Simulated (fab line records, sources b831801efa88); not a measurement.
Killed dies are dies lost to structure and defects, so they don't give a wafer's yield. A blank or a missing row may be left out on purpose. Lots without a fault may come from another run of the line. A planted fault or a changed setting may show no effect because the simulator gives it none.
Chamber matching | flow sky130 | SKY_VIA1_CMP_02 on cmp-01: 4 sister chambers
The step polishes SiO2. 8 wafers are shown with their chamber, then 12 later ones without.

WAFERS WITH THEIR CHAMBER
wafer  | chamber | motor_current_A (A) | slurry_filter_dp_kPa (kPa)
L082.2 | 3       | 9.9                 | 13.30
L085.6 | 3       | 10.4                | 13.71
L086.1 | 2       | 10.8                | 13.73
L086.4 | 0       | 12.4                | 13.64
L086.6 | 1       | 12.0                | 13.33
L089.1 | 0       | 13.2                | 13.33
L089.2 | 2       | 10.8                | 13.62
L089.4 | 1       | 11.6                | 13.52

WAFERS WITHOUT THEIR CHAMBER
wafer  | motor_current_A (A) | slurry_filter_dp_kPa (kPa)
L091.2 | 12.8                | 13.50
L091.3 | 10.2                | 13.83
L091.6 | 10.3                | 13.57
L094.3 | 11.2                | 13.66
L094.4 | 11.8                | 13.50
L094.5 | 10.9                | 13.47
L095.3 | 11.6                | 13.54
L095.4 | 10.2                | 13.66
L095.6 | 9.9                 | 13.73
L096.2 | 10.4                | 13.48
L096.5 | 12.2                | 13.46
L096.6 | 12.2                | 13.34

WHICH CHAMBER EACH WENT THROUGH
wafer  | from the rows above          | in truth
L091.2 | 0                            | 0
L091.3 | can't be placed: 3 or 2      | 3
L091.6 | can't be placed: 3 or 2      | 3
L094.3 | can't be placed: 2 or 1 or 3 | 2
L094.4 | 1                            | 1
L094.5 | can't be placed: 2 or 3 or 1 | 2
L095.3 | can't be placed: 1 or 2      | 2
L095.4 | can't be placed: 3 or 2      | 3
L095.6 | can't be placed: 3 or 2      | 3
L096.2 | can't be placed: 3 or 2      | 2
L096.5 | can't be placed: 1 or 0      | 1
L096.6 | can't be placed: 1 or 0      | 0
Placed correctly: 2 of 12. Can't be placed from these rows: 10 (the true chamber is among the candidates in 10). Placed wrongly: 0.
How it was worked out, from the rows above alone: a wafer's distance from a chamber is the root of the sum, over the readings, of the square of ((its reading less the chamber's mean) divided by the reading's scatter). The wafer belongs to the nearest chamber; if the next one is less than 2 further off, it can't be placed. A chamber's mean is the mean of its shown wafers. The scatter: the root of (the sum of the squares of (reading less its chamber's mean) over the shown wafers, divided by (wafers less chambers)).
